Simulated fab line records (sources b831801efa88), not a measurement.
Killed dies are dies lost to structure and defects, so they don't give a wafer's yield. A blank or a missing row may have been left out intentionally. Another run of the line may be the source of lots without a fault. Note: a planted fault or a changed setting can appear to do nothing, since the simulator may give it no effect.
fab line records + flow sky130
record
- lots=6
- wafers=18
- last-day=51
route steps=708 shown LOCAL_INTERCONNECT@396 CONTACT@406 PAD_OPEN@708
lots with no fault: from the same line, run without faults
start-h: start of the lot's first displayed wafer, in hours after the record's first day + wait-h: hours from the lot's prior step to this one + " repeats the value in the row above + L1.1+2: a row that stands for several wafers + - no value present, or no start provided + * or withheld: withheld + < > ~ a bound
route shown NAME@n: a module of which the file shows steps, and the number in the route of the first + usual: mean/standard deviation of fault-free wafers + same: alike in all rows + chamber/n: place in a boat + sites: readings site by site + _std_site: the standard deviation of these + _edge_site: the outer-site mean with the inner-site mean subtracted + radius-mm: for every site, how far away it sits from the centre of the wafer + mask NAME#n: copy n + behind: the most recent tool/chamber to have shaped the wafer + hold: why the lot was held/for how many hours/how that ended + device: the transistor (n, p or np) that didn't switch + end of line: the route-end tests of the same wafers + step lacking rows: just its recipe + killed: not the wafer's yield, but the dies lost to structure and defects at the first sort + map: per-die view of a wafer (x killed, . not killed, _ where there is no die)
set.NAME: the setting as run; set.NAME@STEP: as run at that earlier step + model.NAME: the simulator's own value behind a step, which no gauge read
certain route steps with their lots: each step a table, each wafer a row
services: when a tool's chamber went out of use (start-h, in hours from the record's first day, below 0 if earlier), for how many hours, and the reason
## steps
# step SKY_LOCAL_INTERCONNECT_PEB_09
# recipe
- peb-temp-c=withheld
- peb-time-s=withheld
- resist=KrF-thick
# step SKY_LOCAL_INTERCONNECT_DEVELOP_10
# recipe
- develop-time-s=60
- resist=KrF-thick
- dev-temp-c=21
# step SKY_LOCAL_INTERCONNECT_CD_MEAS_11
# recipe
- target-cd-nm=170
# usual
- cd-nm=170.1/1.7
| lot.wafer | tool      | chamber | start-h | wait-h | cd-nm |
|-----------|-----------|---------|---------|--------|-------|
| L722.1    | cd-sem-01 | -       | 701.46  | -      | 169.6 |
| L722.2    | "         | -       | "       | "      | 171.5 |
| L722.5    | "         | -       | "       | "      | 170.2 |
| L733.1    | cd-sem-02 | -       | 801.69  | -      | 170.2 |
| L733.2    | "         | -       | "       | "      | 172.1 |
| L733.4    | "         | -       | "       | "      | 173.1 |
| L735.3    | cd-sem-01 | -       | 819.93  | -      | 170.5 |
| L735.4    | "         | -       | "       | "      | 171.2 |
| L735.5    | "         | -       | "       | "      | 170.3 |
| L736.2    | cd-sem-02 | -       | 845.24  | -      | 167.8 |
| L736.4    | "         | -       | "       | "      | 170.5 |
| L736.6    | "         | -       | "       | "      | 169.6 |
| L738.1    | cd-sem-02 | -       | 857.97  | -      | 170.6 |
| L738.2    | "         | -       | "       | "      | 171.2 |
| L738.4    | "         | -       | "       | "      | 171.1 |
| L743.3    | cd-sem-01 | -       | 918.31  | -      | 167.4 |
| L743.5    | "         | -       | "       | "      | 168.8 |
| L743.6    | "         | -       | "       | "      | 169.2 |
# step SKY_LOCAL_INTERCONNECT_OVL_MEAS_12
# usual
- LOCAL_INTERCONNECT_OVL=-3/4.6
| lot.wafer | tool       | chamber | start-h | wait-h | LOCAL_INTERCONNECT_OVL[nm] |
|-----------|------------|---------|---------|--------|----------------------------|
| L722.1    | overlay-01 | -       | 701.58  | 0.1    | -9                         |
| L722.2    | "          | -       | "       | "      | -5                         |
| L722.5    | "          | -       | "       | "      | -3                         |
| L733.1    | overlay-02 | -       | 801.81  | 0.1    | -3                         |
| L733.2    | "          | -       | "       | "      | -7                         |
| L733.4    | "          | -       | "       | "      | -4                         |
| L735.3    | overlay-02 | -       | 820.02  | 0.1    | 6                          |
| L735.4    | "          | -       | "       | "      | 0                          |
| L735.5    | "          | -       | "       | "      | -1                         |
| L736.2    | overlay-02 | -       | 845.34  | 0.1    | -1                         |
| L736.4    | "          | -       | "       | "      | 1                          |
| L736.6    | "          | -       | "       | "      | 1                          |
| L738.1    | overlay-01 | -       | 858.09  | 0.1    | 2                          |
| L738.2    | "          | -       | "       | "      | 1                          |
| L738.4    | "          | -       | "       | "      | 3                          |
| L743.3    | overlay-02 | -       | 918.40  | 0.1    | -5                         |
| L743.5    | "          | -       | "       | "      | -2                         |
| L743.6    | "          | -       | "       | "      | -9                         |
# step SKY_LOCAL_INTERCONNECT_ETCH_13
# recipe
- chemistry=N2/H2
- target=BARC
- ion-energy-ev=200
- bias-w=100
- pressure-mtorr=30
- n2-flow-sccm=100
- h2-flow-sccm=200
- icp-w=500
- stop-on=SiO2
- time-s=45.9
- target-depth-a=600
# usual
- drypump-motor-current-A=5.5/0.51
- oes-product-au=0.854/0.0048
- throttle-valve-pct=13.224/0.0087
| lot.wafer | tool         | chamber | start-h | wait-h | drypump-motor-current-A | oes-product-au | rf-hours-counter-h | throttle-valve-pct |
|-----------|--------------|---------|---------|--------|-------------------------|----------------|--------------------|--------------------|
| L722.1    | rie-metal-02 | 0       | 701.62  | 0.0    | 6.2                     | 0.860          | 12                 | 13.222             |
| L722.2    | "            | 1       | "       | "      | 4.9                     | 0.853          | 10                 | 13.239             |
| L722.5    | "            | 1       | "       | "      | 4.9                     | 0.853          | -                  | 13.208             |
| L733.1    | rie-metal-01 | 0       | 801.85  | 0.0    | 6.0                     | 0.857          | 11                 | 13.223             |
| L733.2    | "            | 1       | "       | "      | 5.2                     | 0.858          | 9                  | 13.225             |
| L733.4    | "            | 1       | "       | "      | 5.3                     | 0.853          | -                  | 13.227             |
| L735.3    | rie-metal-02 | 0       | 820.07  | 0.0    | 6.2                     | 0.855          | -                  | 13.234             |
| L735.4    | "            | 1       | "       | "      | 4.9                     | 0.852          | -                  | 13.223             |
| L735.5    | "            | 0       | "       | "      | 6.2                     | 0.861          | -                  | 13.235             |
| L736.2    | rie-metal-02 | 1       | 845.37  | 0.0    | 4.9                     | 0.845          | 15                 | 13.219             |
| L736.4    | "            | 1       | "       | "      | 4.9                     | 0.857          | -                  | 13.213             |
| L736.6    | "            | 1       | "       | "      | 4.8                     | 0.850          | -                  | 13.240             |
| L738.1    | rie-metal-02 | 0       | 858.12  | 0.0    | 6.2                     | 0.854          | 18                 | 13.219             |
| L738.2    | "            | 1       | "       | "      | 4.9                     | 0.849          | 16                 | 13.218             |
| L738.4    | "            | 0       | "       | "      | 6.2                     | 0.851          | -                  | 13.227             |
| L743.3    | rie-metal-02 | 1       | 918.46  | 0.1    | 4.9                     | 0.859          | -                  | 13.245             |
| L743.5    | "            | 1       | "       | "      | 4.9                     | 0.849          | -                  | 13.229             |
| L743.6    | "            | 1       | "       | "      | 4.9                     | 0.855          | -                  | 13.211             |
# step SKY_LOCAL_INTERCONNECT_METAL_ETCH_14
# recipe
- target-depth-nm=110
- stop-on=PSG
- chemistry=Cl2/BCl3
- target=TiN
- resist-sidewall-deg=88
- pressure-mtorr=10
- icp-w=900
- bias-w=48.5
- Cl2_flow_sccm=60
- bcl3-flow-sccm=30
- time-s=31.4
# usual
- drypump-motor-current-A=5.5/0.51
- oes-product-au=0.941/0.0069
- throttle-valve-pct=21.902/0.01
| lot.wafer | tool         | chamber | start-h | wait-h | drypump-motor-current-A | oes-product-au | rf-hours-counter-h | throttle-valve-pct |
|-----------|--------------|---------|---------|--------|-------------------------|----------------|--------------------|--------------------|
| L722.1    | rie-metal-02 | 0       | 701.68  | 0.0    | 6.2                     | 0.931          | 12                 | 21.915             |
| L722.2    | "            | 1       | "       | "      | 4.8                     | 0.954          | 10                 | 21.887             |
| L722.5    | "            | 1       | "       | "      | 4.8                     | 0.937          | -                  | 21.900             |
| L733.1    | rie-metal-01 | 0       | 801.91  | 0.0    | 6.0                     | 0.940          | 11                 | 21.924             |
| L733.2    | "            | 1       | "       | "      | 5.2                     | 0.939          | 9                  | 21.899             |
| L733.4    | "            | 1       | "       | "      | 5.2                     | 0.949          | -                  | 21.898             |
| L735.3    | rie-metal-02 | 0       | 820.13  | 0.0    | 6.2                     | 0.942          | -                  | 21.913             |
| L735.4    | "            | 1       | "       | "      | 4.9                     | 0.933          | -                  | 21.908             |
| L735.5    | "            | 0       | "       | "      | 6.2                     | 0.939          | -                  | 21.897             |
| L736.2    | rie-metal-02 | 1       | 845.44  | 0.0    | 4.9                     | 0.936          | 15                 | 21.909             |
| L736.4    | "            | 1       | "       | "      | 4.8                     | 0.939          | -                  | 21.901             |
| L736.6    | "            | 1       | "       | "      | 4.9                     | 0.950          | -                  | 21.901             |
| L738.1    | rie-metal-02 | 0       | 858.19  | 0.0    | 6.2                     | 0.932          | 18                 | 21.908             |
| L738.2    | "            | 1       | "       | "      | 4.8                     | 0.930          | 16                 | 21.903             |
| L738.4    | "            | 0       | "       | "      | 6.2                     | 0.935          | -                  | 21.887             |
| L743.3    | rie-metal-02 | 1       | 918.58  | 0.1    | 4.9                     | 0.937          | -                  | 21.894             |
| L743.5    | "            | 1       | "       | "      | 4.9                     | 0.936          | -                  | 21.893             |
| L743.6    | "            | 1       | "       | "      | 4.9                     | 0.940          | -                  | 21.904             |
# step SKY_LOCAL_INTERCONNECT_STRIP_15
# recipe
- chemistry=O2/N2
- power-w=1400
- pressure-mtorr=1500
- platen-temp-c=withheld
- o2-flow-sccm=3000
- n2-flow-sccm=300
- overash-fraction=0.5
# usual
- drypump-motor-current-A=5.8/0.46
- oes-product-au=0.427/0.0048
- strip-time-to-endpoint-s=4.718/0.021
| lot.wafer | tool            | chamber | start-h | wait-h | drypump-motor-current-A | oes-product-au | rf-hours-counter-h | strip-time-to-endpoint-s |
|-----------|-----------------|---------|---------|--------|-------------------------|----------------|--------------------|--------------------------|
| L722.1    | plasma-asher-01 | 1       | 701.74  | 0.0    | 5.7                     | 0.428          | 101                | 4.732                    |
| L722.2    | "               | 0       | "       | "      | 6.7                     | 0.424          | 101                | 4.740                    |
| L722.5    | "               | 1       | "       | "      | 5.7                     | 0.424          | -                  | 4.744                    |
| L733.1    | plasma-asher-02 | 1       | 801.96  | 0.0    | 6.0                     | 0.416          | 66                 | 4.702                    |
| L733.2    | "               | 0       | "       | "      | 5.8                     | 0.425          | 66                 | 4.712                    |
| L733.4    | "               | 1       | "       | "      | 5.9                     | 0.424          | -                  | 4.692                    |
| L735.3    | plasma-asher-02 | 0       | 820.20  | 0.1    | 5.8                     | 0.428          | -                  | 4.716                    |
| L735.4    | "               | 1       | "       | "      | 5.9                     | 0.432          | -                  | 4.736                    |
| L735.5    | "               | 1       | "       | "      | 6.0                     | 0.422          | -                  | 4.714                    |
| L736.2    | plasma-asher-02 | 1       | 845.49  | 0.0    | 6.0                     | 0.430          | 71                 | 4.682                    |
| L736.4    | "               | 1       | "       | "      | 6.0                     | 0.429          | -                  | 4.725                    |
| L736.6    | "               | 0       | "       | "      | 5.8                     | 0.428          | -                  | 4.728                    |
| L738.1    | plasma-asher-02 | 1       | 858.24  | 0.0    | 5.9                     | 0.426          | 72                 | 4.675                    |
| L738.2    | "               | 0       | "       | "      | 5.8                     | 0.428          | 72                 | 4.714                    |
| L738.4    | "               | 0       | "       | "      | 5.8                     | 0.411          | -                  | 4.694                    |
| L743.3    | plasma-asher-02 | 0       | 918.68  | 0.1    | 5.8                     | 0.428          | -                  | 4.724                    |
| L743.5    | "               | 0       | "       | "      | 5.8                     | 0.429          | -                  | 4.743                    |
| L743.6    | "               | 1       | "       | "      | 6.0                     | 0.428          | -                  | 4.736                    |
# step SKY_LOCAL_INTERCONNECT_STRIP_16
# recipe
- chemistry=post-etch-residue-remover
- time-s=1200
- temp-c=72.5
# step SKY_LOCAL_INTERCONNECT_CLEAN_17
# recipe
- chemistry=IPA
- time-s=180
- temp-c=25
# step SKY_LOCAL_INTERCONNECT_CLEAN_18
# recipe
- chemistry=O3/DIW
- dry=n2-spin
# step SKY_CONTACT_CVD_00
# recipe
- material=Si3N4
- target-thk-nm=75
- temp-c=400
- time-s=withheld
- rf-w=450
# usual
- heater-power-w=670/100
| lot.wafer | tool     | chamber | start-h | wait-h | heater-power-w |
|-----------|----------|---------|---------|--------|----------------|
| L722.1    | pecvd-01 | 0       | 702.37  | 0.0    | 710            |
| L722.2    | "        | 2       | "       | "      | 609            |
| L722.5    | "        | 1       | "       | "      | 577            |
| L733.1    | pecvd-01 | 1       | 802.56  | 0.0    | 704            |
| L733.2    | "        | 0       | "       | "      | 672            |
| L733.4    | "        | 0       | "       | "      | 678            |
| L735.3    | pecvd-02 | 2       | 820.78  | 0.0    | 735            |
| L735.4    | "        | 1       | "       | "      | 598            |
| L735.5    | "        | 2       | "       | "      | 737            |
| L736.2    | pecvd-02 | 2       | 846.12  | 0.0    | 721            |
| L736.4    | "        | 1       | "       | "      | 580            |
| L736.6    | "        | 0       | "       | "      | 624            |
| L738.1    | pecvd-02 | 0       | 858.90  | 0.0    | 554            |
| L738.2    | "        | 2       | "       | "      | 738            |
| L738.4    | "        | 0       | "       | "      | 545            |
| L743.3    | pecvd-01 | 1       | 919.25  | 0.0    | 648            |
| L743.5    | "        | 2       | "       | "      | 653            |
| L743.6    | "        | 1       | "       | "      | 654            |
# step SKY_CONTACT_THK_MEAS_01
# recipe
- reads=Si3N4_of_CONTACT_CVD_00
# usual
- CONTACT_CVD_00_THK=74.7/1.1
| lot.wafer | tool          | chamber | start-h | wait-h | CONTACT_CVD_00_THK[nm] |
|-----------|---------------|---------|---------|--------|------------------------|
| L722.1    | film-metro-02 | -       | 702.40  | -      | 74.4                   |
| L722.2    | "             | -       | "       | "      | 74.4                   |
| L722.5    | "             | -       | "       | "      | 77.2                   |
| L733.1    | film-metro-02 | -       | 802.59  | -      | 73.2                   |
| L733.2    | "             | -       | "       | "      | 73.8                   |
| L733.4    | "             | -       | "       | "      | 73.6                   |
| L735.3    | film-metro-02 | -       | 820.83  | -      | 73.8                   |
| L735.4    | "             | -       | "       | "      | 73.7                   |
| L735.5    | "             | -       | "       | "      | 73.7                   |
| L736.2    | film-metro-01 | -       | 846.16  | -      | 75.1                   |
| L736.4    | "             | -       | "       | "      | 76.0                   |
| L736.6    | "             | -       | "       | "      | 77.0                   |
| L738.1    | film-metro-03 | -       | 858.95  | -      | 74.3                   |
| L738.2    | "             | -       | "       | "      | 74.7                   |
| L738.4    | "             | -       | "       | "      | 74.2                   |
| L743.3    | film-metro-03 | -       | 919.30  | -      | 75.5                   |
| L743.5    | "             | -       | "       | "      | 76.1                   |
| L743.6    | "             | -       | "       | "      | 76.1                   |
# step SKY_CONTACT_HDPCVD_02
# recipe
- material=SiO2
- target-thk-nm=565
- sigma-open-frac=0.3
- time-s=94.2
- temp-c=600
- sih4-flow-sccm=60
- pressure-mtorr=6
# usual
- sih4-flow-sccm=59.96/0.17
| lot.wafer | tool      | chamber | start-h | wait-h | sih4-flow-sccm | model.SiO2_of_CONTACT_HDPCVD_02.thk-nm |
|-----------|-----------|---------|---------|--------|----------------|----------------------------------------|
| L722.1    | hdpcvd-01 | 0       | 702.46  | 0.1    | 59.77          | 573.8                                  |
| L722.2    | "         | 2       | "       | "      | 60.19          | 567.1                                  |
| L722.5    | "         | 1       | "       | "      | 60.11          | 570.7                                  |
| L733.1    | hdpcvd-02 | 0       | 802.65  | 0.1    | 71.96          | 682.7                                  |
| L733.2    | "         | 2       | "       | "      | 60.00          | 574.5                                  |
| L733.4    | "         | 2       | "       | "      | 59.88          | 574.8                                  |
| L735.3    | hdpcvd-02 | 2       | 820.87  | 0.0    | 60.05          | 569.3                                  |
| L735.4    | "         | 0       | "       | "      | 72.16          | 677.8                                  |
| L735.5    | "         | 1       | "       | "      | 59.99          | 570.9                                  |
| L736.2    | hdpcvd-01 | 2       | 846.21  | 0.0    | 60.16          | 565.7                                  |
| L736.4    | "         | 2       | "       | "      | 60.06          | 561.1                                  |
| L736.6    | "         | 1       | "       | "      | 60.07          | 564                                    |
| L738.1    | hdpcvd-01 | 2       | 859.01  | 0.1    | 59.79          | 562.7                                  |
| L738.2    | "         | 0       | "       | "      | 60.02          | 561                                    |
| L738.4    | "         | 2       | "       | "      | 59.91          | 563                                    |
| L743.3    | hdpcvd-02 | 1       | 919.34  | 0.0    | 59.94          | 570.6                                  |
| L743.5    | "         | 1       | "       | "      | 60.00          | 574.5                                  |
| L743.6    | "         | 2       | "       | "      | 60.01          | 570.1                                  |
# step SKY_CONTACT_THK_MEAS_03
# recipe
- reads=SiO2_of_CONTACT_HDPCVD_02
# usual
- CONTACT_HDPCVD_THK=565/5.6
| lot.wafer | tool          | chamber | start-h | wait-h | CONTACT_HDPCVD_THK[nm] |
|-----------|---------------|---------|---------|--------|------------------------|
| L722.1    | film-metro-02 | -       | 702.53  | 0.0    | 573                    |
| L722.2    | "             | -       | "       | "      | 567                    |
| L722.5    | "             | -       | "       | "      | 570                    |
| L733.1    | film-metro-01 | -       | 802.72  | 0.0    | 682                    |
| L733.2    | "             | -       | "       | "      | 575                    |
| L733.4    | "             | -       | "       | "      | 575                    |
| L735.3    | film-metro-03 | -       | 820.96  | 0.1    | 569                    |
| L735.4    | "             | -       | "       | "      | 678                    |
| L735.5    | "             | -       | "       | "      | 571                    |
| L736.2    | film-metro-02 | -       | 846.29  | 0.0    | 566                    |
| L736.4    | "             | -       | "       | "      | 561                    |
| L736.6    | "             | -       | "       | "      | 564                    |
| L738.1    | film-metro-03 | -       | 859.08  | 0.0    | 563                    |
| L738.2    | "             | -       | "       | "      | 561                    |
| L738.4    | "             | -       | "       | "      | 563                    |
| L743.3    | film-metro-02 | -       | 919.43  | 0.1    | 570                    |
| L743.5    | "             | -       | "       | "      | 574                    |
| L743.6    | "             | -       | "       | "      | 570                    |
# step SKY_CONTACT_CMP_04
# recipe
- material=SiO2
- down-force-psi=4
- platen-rpm=60
- pad-velocity-m-s=0.94248
# usual
- motor-current-A=11.9/1.1
- time-to-endpoint-s=84/3.2
| lot.wafer | tool   | chamber | start-h | wait-h | motor-current-A | time-to-endpoint-s |
|-----------|--------|---------|---------|--------|-----------------|--------------------|
| L722.2    | cmp-02 | 3       | 702.59  | 0.0    | 12.0            | 82                 |
| L722.1    | "      | 0       | "       | "      | 11.9            | 79                 |
| L722.5    | "      | 0       | "       | "      | 11.6            | 78                 |
| L733.2    | cmp-02 | 1       | 802.78  | 0.0    | 11.6            | 87                 |
| L733.1    | "      | 3       | "       | "      | 11.9            | 126                |
| L733.4    | "      | 0       | "       | "      | 11.6            | 82                 |
| L735.3    | cmp-01 | 3       | 821.05  | 0.1    | 12.1            | 92                 |
| L735.4    | "      | 1       | "       | "      | 10.7            | 127                |
| L735.5    | "      | 2       | "       | "      | 13.6            | 86                 |
| L736.4    | cmp-02 | 2       | 846.39  | 0.1    | 12.6            | 82                 |
| L736.2    | "      | 0       | "       | "      | 11.5            | 82                 |
| L736.6    | "      | 1       | "       | "      | 10.8            | 84                 |
| L738.2    | cmp-01 | 2       | 859.14  | 0.0    | 14.0            | 82                 |
| L738.1    | "      | 3       | "       | "      | 11.3            | 88                 |
| L738.4    | "      | 1       | "       | "      | 9.8             | 82                 |
| L743.3    | cmp-02 | 2       | 919.47  | 0.0    | 12.3            | 87                 |
| L743.6    | "      | 2       | "       | "      | 12.1            | 84                 |
| L743.5    | "      | 3       | "       | "      | 11.5            | 90                 |
# step SKY_CONTACT_BOW_MEAS_05
# recipe
- mode=bow
# usual
- CONTACT_BOW=82/7.4
| lot.wafer | tool          | chamber | start-h | wait-h | CONTACT_BOW[um] |
|-----------|---------------|---------|---------|--------|-----------------|
| L722.1    | film-metro-02 | -       | 702.89  | 0.2    | 87              |
| L722.2    | "             | -       | "       | "      | 90              |
| L722.5    | "             | -       | "       | "      | 75              |
| L733.1    | film-metro-01 | -       | 803.08  | 0.1    | 86              |
| L733.2    | "             | -       | "       | "      | 85              |
| L733.4    | "             | -       | "       | "      | 66              |
| L735.3    | film-metro-02 | -       | 821.34  | 0.2    | 80              |
| L735.4    | "             | -       | "       | "      | 92              |
| L735.5    | "             | -       | "       | "      | 94              |
| L736.2    | film-metro-03 | -       | 846.66  | 0.1    | 78              |
| L736.4    | "             | -       | "       | "      | 95              |
| L736.6    | "             | -       | "       | "      | 81              |
| L738.1    | film-metro-03 | -       | 859.44  | 0.2    | 94              |
| L738.2    | "             | -       | "       | "      | 82              |
| L738.4    | "             | -       | "       | "      | 81              |
| L743.3    | film-metro-01 | -       | 919.83  | 0.3    | 72              |
| L743.5    | "             | -       | "       | "      | 84              |
| L743.6    | "             | -       | "       | "      | 80              |
# step SKY_PAD_OPEN_PROBE_99
# usual
- killed_at_M0_to_M3=44/7.2
- killed_at_M4_up=3.1/1.7
- killed-at-contacts=24/5.2
- killed-at-front-end=15/4.1
- killed-at-other=0.3/0.61
- killed-dies=87/10
- killed-open=48/7.5
- killed-short=39/6.6
# same
- gross-dies=492
- killed-at-back-side=0
| lot.wafer | tool      | chamber | start-h | wait-h | killed_at_M0_to_M3 | killed_at_M4_up | killed-at-contacts | killed-at-front-end | killed-at-other | killed-dies | killed-open | killed-short |
|-----------|-----------|---------|---------|--------|--------------------|-----------------|--------------------|---------------------|-----------------|-------------|-------------|--------------|
| L722.1    | prober-02 | -       | 1072.04 | 0.1    | 49                 | 1               | 29                 | 21                  | 0               | 100         | 66          | 34           |
| L722.2    | prober-02 | -       | 1072.09 | 0.1    | 39                 | 1               | 31                 | 14                  | 0               | 85          | 48          | 36           |
| L722.5    | prober-02 | -       | 1072.24 | 0.2    | 48                 | 1               | 20                 | 18                  | 0               | 87          | 54          | 32           |
| L733.1    | prober-02 | -       | 1145.78 | 0.1    | 45                 | 4               | 20                 | 8                   | 1               | 78          | 47          | 31           |
| L733.2    | prober-02 | -       | 1145.83 | 0.1    | 44                 | 2               | 30                 | 26                  | 0               | 102         | 58          | 44           |
| L733.4    | prober-02 | -       | 1145.93 | 0.2    | 39                 | 2               | 27                 | 19                  | 0               | 87          | 38          | 49           |
| L735.3    | prober-02 | -       | 1157.21 | 0.2    | 44                 | 4               | 16                 | 25                  | 2               | 91          | 52          | 39           |
| L735.4    | prober-02 | -       | 1157.26 | 0.2    | 46                 | 5               | 20                 | 19                  | 0               | 90          | 54          | 36           |
| L735.5    | prober-02 | -       | 1157.31 | 0.2    | 50                 | 4               | 27                 | 8                   | 0               | 89          | 48          | 41           |
| L738.1    | prober-01 | -       | 1182.70 | 0.1    | 34                 | 1               | 27                 | 17                  | 1               | 80          | 45          | 35           |
| L738.2    | prober-01 | -       | 1182.75 | 0.1    | 35                 | 2               | 31                 | 20                  | 0               | 88          | 47          | 39           |
| L738.4    | prober-01 | -       | 1182.85 | 0.2    | 33                 | 2               | 16                 | 16                  | 0               | 67          | 36          | 31           |
# killed by level:class
L722.1 CONTACT:geometric-particle:open=12 VIA1:geometric-particle:open=11 VIA2:geometric-particle:open=11 FIELD_ISO:geometric-particle:open=9 LI_CONTACT:geometric-particle:open=8 VIA1:geometric-particle:short=7 METAL2:geometric-particle:short=5 VIA3:geometric-particle:open=5
L722.2 CONTACT:geometric-particle:open=10 VIA1:geometric-particle:open=10 VIA2:geometric-particle:open=8 METAL2:geometric-particle:short=7 LI_CONTACT:geometric-particle:open=7 VIA3:geometric-particle:open=6 CONTACT:geometric-particle:short=6 LOCAL_INTERCONNECT:geometric-particle:short=5
L722.5 VIA1:geometric-particle:open=14 VIA2:geometric-particle:open=10 METAL2:geometric-particle:short=10 CONTACT:geometric-particle:open=9 FIELD_ISO:geometric-particle:open=7 VIA3:geometric-particle:open=7 POLY_GATE:geometric-particle:short=4 LOCAL_INTERCONNECT:geometric-particle:short=4
L733.1 VIA1:geometric-particle:open=15 CONTACT:geometric-particle:open=11 VIA3:geometric-particle:open=6 VIA2:geometric-particle:open=5 VIA3:geometric-particle:short=5 VIA1:geometric-particle:short=4 POLY_GATE:geometric-particle:short=3 LI_CONTACT:geometric-particle:open=3
L733.2 VIA1:geometric-particle:open=11 CONTACT:geometric-particle:open=8 FIELD_ISO:geometric-particle:open=7 LI_CONTACT:geometric-particle:open=7 VIA2:geometric-particle:open=7 VIA3:geometric-particle:open=7 POLY_GATE:geometric-particle:open=6 POLY_GATE:geometric-particle:short=6
L733.4 CONTACT:geometric-particle:open=9 CONTACT:geometric-particle:short=7 METAL1:geometric-particle:short=7 METAL2:geometric-particle:short=7 VIA1:geometric-particle:open=6 POLY_GATE:geometric-particle:open=5 LI_CONTACT:geometric-particle:open=5 FIELD_ISO:geometric-particle:open=4
L735.3 VIA3:geometric-particle:open=11 CONTACT:geometric-particle:open=8 METAL1:geometric-particle:short=6 VIA1:geometric-particle:open=6 VIA2:geometric-particle:open=6 FIELD_ISO:geometric-particle:open=5 FIELD_ISO:geometric-particle:short=5 POLY_GATE:geometric-particle:open=5
L735.4 CONTACT:geometric-particle:open=10 VIA1:geometric-particle:open=7 METAL2:geometric-particle:short=7 VIA2:geometric-particle:open=7 VIA3:geometric-particle:open=7 VIA2:geometric-particle:short=5 FIELD_ISO:geometric-particle:open=4 POLY_GATE:geometric-particle:open=4
L735.5 LI_CONTACT:geometric-particle:open=10 VIA2:geometric-particle:open=9 VIA1:geometric-particle:short=8 CONTACT:geometric-particle:open=8 VIA1:geometric-particle:open=7 LOCAL_INTERCONNECT:geometric-particle:short=6 METAL1:geometric-particle:open=5 METAL2:geometric-particle:short=5
L738.1 LI_CONTACT:geometric-particle:open=8 VIA1:geometric-particle:open=8 CONTACT:geometric-particle:open=7 POLY_GATE:geometric-particle:open=6 LI_CONTACT:geometric-particle:short=6 FIELD_ISO:geometric-particle:open=5 METAL1:geometric-particle:short=5 METAL2:geometric-particle:short=4
L738.2 CONTACT:geometric-particle:open=16 METAL2:geometric-particle:short=9 VIA1:geometric-particle:open=8 POLY_GATE:geometric-particle:short=7 VIA3:geometric-particle:open=5 FIELD_ISO:geometric-particle:short=4 LI_CONTACT:geometric-particle:open=4 CONTACT:geometric-particle:short=4
L738.4 VIA3:geometric-particle:open=9 CONTACT:geometric-particle:open=8 FIELD_ISO:geometric-particle:short=7 METAL2:geometric-particle:short=5 FIELD_ISO:geometric-particle:open=4 POLY_GATE:geometric-particle:short=4 VIA3:geometric-particle:short=4 LI_CONTACT:geometric-particle:open=4
## services
| tool            | chamber | start-h | hours | kind   |
|-----------------|---------|---------|-------|--------|
| cmp-01          | -       | 700.89  | 0.3   | repair |
| pecvd-01        | -       | 708.07  | 0.7   | repair |
| pecvd-01        | -       | 712.63  | 5.5   | pm     |
| cmp-02          | -       | 720.96  | 0.3   | repair |
| plasma-asher-02 | -       | 734.81  | 6.5   | pm     |
| cmp-01          | -       | 740.41  | 0.6   | repair |
| cmp-02          | -       | 744.00  | 4.0   | pm     |
| cmp-01          | -       | 744.11  | 0.8   | repair |
| pecvd-02        | 1       | 755.24  | 2.2   | repair |
| cmp-02          | -       | 757.98  | 1.3   | repair |
| pecvd-02        | -       | 762.18  | 0.9   | repair |
| pecvd-01        | -       | 766.37  | 1.0   | repair |
| plasma-asher-02 | -       | 784.65  | 7.7   | repair |
| pecvd-02        | -       | 789.95  | 14.6  | pm     |
| plasma-asher-02 | -       | 798.64  | 3.3   | repair |
| hdpcvd-01       | -       | 804.60  | 0.7   | repair |
| pecvd-02        | -       | 810.28  | 5.5   | pm     |
| pecvd-02        | 0       | 818.91  | 18.2  | repair |
| cmp-02          | -       | 828.45  | 0.5   | repair |
| hdpcvd-02       | -       | 828.77  | 28.1  | pm     |
| cmp-02          | -       | 849.14  | 1.7   | repair |
| hdpcvd-01       | 0       | 851.33  | 3.0   | repair |
| cmp-02          | -       | 854.61  | 1.8   | repair |
| hdpcvd-01       | 2       | 890.14  | 1.9   | repair |
## key
first-sign
- step=SKY_CONTACT_HDPCVD_02
- reading=sih4-flow-sccm
- direction=up
- sigmas=73
- usual=59.96
- struck=72.06
effect
- step=SKY_CONTACT_THK_MEAS_03
- reading=CONTACT_HDPCVD_THK
- direction=up
- sigmas=21
- usual=565
- struck=680
effect
- step=SKY_CONTACT_CMP_04
- reading=time-to-endpoint-s
- direction=up
- sigmas=13
- usual=*
- struck=*
model-effect
- step=SKY_CONTACT_HDPCVD_02
- value=SiO2_of_CONTACT_HDPCVD_02.thk-nm
- without=567.3
- struck=680.3
met-at SKY_CONTACT_HDPCVD_02
struck-wafers L733.1,L735.4
tester-left-out L733,L735
fault
- kind=process-parameter-drift
- tool=hdpcvd-02
- chamber=0
- onset-h=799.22
- steps=SKY_CONTACT_HDPCVD_02
- channel=sih4-flow-sccm
- offset=12
- shape=step
- end-h=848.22
- acts-in=these-recipes-only
- stated=60
# tester-left-out: of these lots the tester's yield and bins aren't shown, on N5 and GAA mostly nor the transistor test; their killed dies are dies lost to structure and defects alone, not to doping, threshold or leakage, so they don't give the yield
